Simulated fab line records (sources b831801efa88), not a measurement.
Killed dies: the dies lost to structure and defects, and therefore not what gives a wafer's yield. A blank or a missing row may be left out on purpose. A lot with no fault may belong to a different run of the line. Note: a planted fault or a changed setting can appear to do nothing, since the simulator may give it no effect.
A sampling plan put to the test + flow sky130 + one line in one fab, 17 faults in these records, each fault weighed on the records of the lots it struck
The line's own looks make up the plan; these are the steps of the route where a gauge or inspection reads the wafer and leaves it unchanged. A look can be judged if struck wafers have a number there and the file gives its usual mean and standard deviation on fault-free wafers. Caught: a look later than the fault's first step finds the struck wafers' mean 4 or more of those standard deviations (sigma) from the usual mean. On the tool: the test repeated on the tool's own readings taken at the fault's steps. Also counted as caught: the struck wafers showing another recipe, or a record that is empty for them alone.

THE FAULTS, as the simulator had put them in
1. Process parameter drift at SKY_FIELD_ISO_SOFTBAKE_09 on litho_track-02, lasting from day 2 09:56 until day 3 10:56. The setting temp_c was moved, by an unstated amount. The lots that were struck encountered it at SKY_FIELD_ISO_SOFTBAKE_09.
2. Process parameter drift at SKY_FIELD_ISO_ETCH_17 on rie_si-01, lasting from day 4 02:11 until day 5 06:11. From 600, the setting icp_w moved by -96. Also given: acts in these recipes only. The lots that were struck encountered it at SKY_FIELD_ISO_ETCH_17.
3. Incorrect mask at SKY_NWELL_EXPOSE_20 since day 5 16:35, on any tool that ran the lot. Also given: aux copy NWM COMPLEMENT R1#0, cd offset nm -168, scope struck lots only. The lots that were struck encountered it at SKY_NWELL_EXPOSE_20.
4. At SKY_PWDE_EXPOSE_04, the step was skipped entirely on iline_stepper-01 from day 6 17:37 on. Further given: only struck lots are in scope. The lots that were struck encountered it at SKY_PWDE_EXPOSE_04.
5. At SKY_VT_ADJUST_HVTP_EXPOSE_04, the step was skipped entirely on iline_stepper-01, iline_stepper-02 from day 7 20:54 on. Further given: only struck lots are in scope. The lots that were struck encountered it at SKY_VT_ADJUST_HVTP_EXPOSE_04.
6. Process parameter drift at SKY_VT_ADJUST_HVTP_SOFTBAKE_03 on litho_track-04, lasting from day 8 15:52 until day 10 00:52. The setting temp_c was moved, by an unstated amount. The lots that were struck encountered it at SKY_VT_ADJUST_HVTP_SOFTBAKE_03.
7. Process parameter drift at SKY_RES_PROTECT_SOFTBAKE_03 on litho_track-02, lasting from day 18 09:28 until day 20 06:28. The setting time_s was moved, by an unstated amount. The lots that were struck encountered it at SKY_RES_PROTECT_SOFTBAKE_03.
8. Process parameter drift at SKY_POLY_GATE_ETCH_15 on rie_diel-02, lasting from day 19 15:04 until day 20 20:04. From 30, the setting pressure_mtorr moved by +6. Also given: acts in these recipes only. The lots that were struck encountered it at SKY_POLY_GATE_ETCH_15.
9. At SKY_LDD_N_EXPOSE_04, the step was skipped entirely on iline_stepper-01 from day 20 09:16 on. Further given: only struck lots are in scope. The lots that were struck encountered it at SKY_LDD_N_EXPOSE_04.
10. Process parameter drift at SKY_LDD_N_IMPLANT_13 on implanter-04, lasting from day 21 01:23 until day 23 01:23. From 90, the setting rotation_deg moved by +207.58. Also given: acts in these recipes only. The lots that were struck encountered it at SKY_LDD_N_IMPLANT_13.
11. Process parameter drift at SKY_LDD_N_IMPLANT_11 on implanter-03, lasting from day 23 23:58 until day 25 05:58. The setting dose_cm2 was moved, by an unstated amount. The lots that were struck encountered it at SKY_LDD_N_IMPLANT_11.
12. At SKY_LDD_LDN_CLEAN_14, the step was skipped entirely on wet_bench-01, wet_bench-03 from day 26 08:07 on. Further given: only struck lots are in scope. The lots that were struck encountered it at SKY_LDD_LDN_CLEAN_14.
13. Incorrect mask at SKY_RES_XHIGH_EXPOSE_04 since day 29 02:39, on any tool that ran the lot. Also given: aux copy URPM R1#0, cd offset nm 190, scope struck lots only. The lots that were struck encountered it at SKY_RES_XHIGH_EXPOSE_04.
14. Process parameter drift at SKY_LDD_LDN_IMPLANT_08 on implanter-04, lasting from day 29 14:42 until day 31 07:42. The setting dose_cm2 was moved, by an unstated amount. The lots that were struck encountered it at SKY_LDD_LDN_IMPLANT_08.
15. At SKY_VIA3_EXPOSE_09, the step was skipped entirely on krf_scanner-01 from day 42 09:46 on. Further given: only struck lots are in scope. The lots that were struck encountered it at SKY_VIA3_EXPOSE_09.
16. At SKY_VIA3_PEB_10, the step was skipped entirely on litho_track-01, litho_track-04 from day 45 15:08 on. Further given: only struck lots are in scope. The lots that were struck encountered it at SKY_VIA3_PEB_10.
17. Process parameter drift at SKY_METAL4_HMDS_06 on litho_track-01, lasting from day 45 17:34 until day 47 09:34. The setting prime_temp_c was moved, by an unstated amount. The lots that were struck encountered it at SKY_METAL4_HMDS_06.

WHAT THE PLAN SAW
| fault | on the tool itself                               | first look that catches it                      | reading, sigma | median hours from its first step to that look | hours from the fault's start to the first struck lot there | judged looks passed uncaught |
|-------|--------------------------------------------------|-------------------------------------------------|----------------|-----------------------------------------------|------------------------------------------------------------|------------------------------|
| 1     | plate_temp_C -26 sigma                           | no look after it can be judged                  | -              | -                                             | -                                                          | 0                            |
| 2     | rf_fwd_power_W -43 sigma                         | not the one look that can be judged after it    | -              | -                                             | -                                                          | 1                            |
| 3     | no reading that can be judged                    | none of the 3 looks that can be judged after it | -              | -                                             | -                                                          | 3                            |
| 4     | no reading that can be judged                    | no look after it can be judged                  | -              | -                                             | -                                                          | 0                            |
| 5     | no reading that can be judged                    | none of the 2 looks that can be judged after it | -              | -                                             | -                                                          | 2                            |
| 6     | heater_power_total_W -32 sigma                   | no look after it can be judged                  | -              | -                                             | -                                                          | 0                            |
| 7     | heater_power_total_W +99 or beyond sigma         | no look after it can be judged                  | -              | -                                             | -                                                          | 0                            |
| 8     | chamber_pressure_mTorr +99 or beyond sigma       | no look after it can be judged                  | -              | -                                             | -                                                          | 0                            |
| 9     | no reading that can be judged                    | no look after it can be judged                  | -              | -                                             | -                                                          | 0                            |
| 10    | rotation_deg +99 or beyond sigma                 | no look after it can be judged                  | -              | -                                             | -                                                          | 0                            |
| 11    | dose_ions_cm2 -39 sigma                          | no look after it can be judged                  | -              | -                                             | -                                                          | 0                            |
| 12    | the tool's record is blank for the struck wafers | none of the 2 looks that can be judged after it | -              | -                                             | -                                                          | 2                            |
| 13    | no reading that can be judged                    | none of the 2 looks that can be judged after it | -              | -                                             | -                                                          | 2                            |
| 14    | dose_ions_cm2 -78 sigma                          | not the one look that can be judged after it    | -              | -                                             | -                                                          | 1                            |
| 15    | no reading that can be judged                    | no look after it can be judged                  | -              | -                                             | -                                                          | 0                            |
| 16    | no reading that can be judged                    | no look after it can be judged                  | -              | -                                             | -                                                          | 0                            |
| 17    | prime_temp_c -35 sigma                           | no look after it can be judged                  | -              | -                                             | -                                                          | 0                            |
A dash: the fault is not caught, or the number is missing from these records.

Caught at a look: 0 of 17. Caught on the tool: 10 of 17. By one or the other: 10 of 17.
Faults caught by the tool alone: 1, 2, 6, 7, 8, 10, 11, 12, 14, 17.
Caught by neither: faults 3, 4, 5, 9, 13, 15, 16.
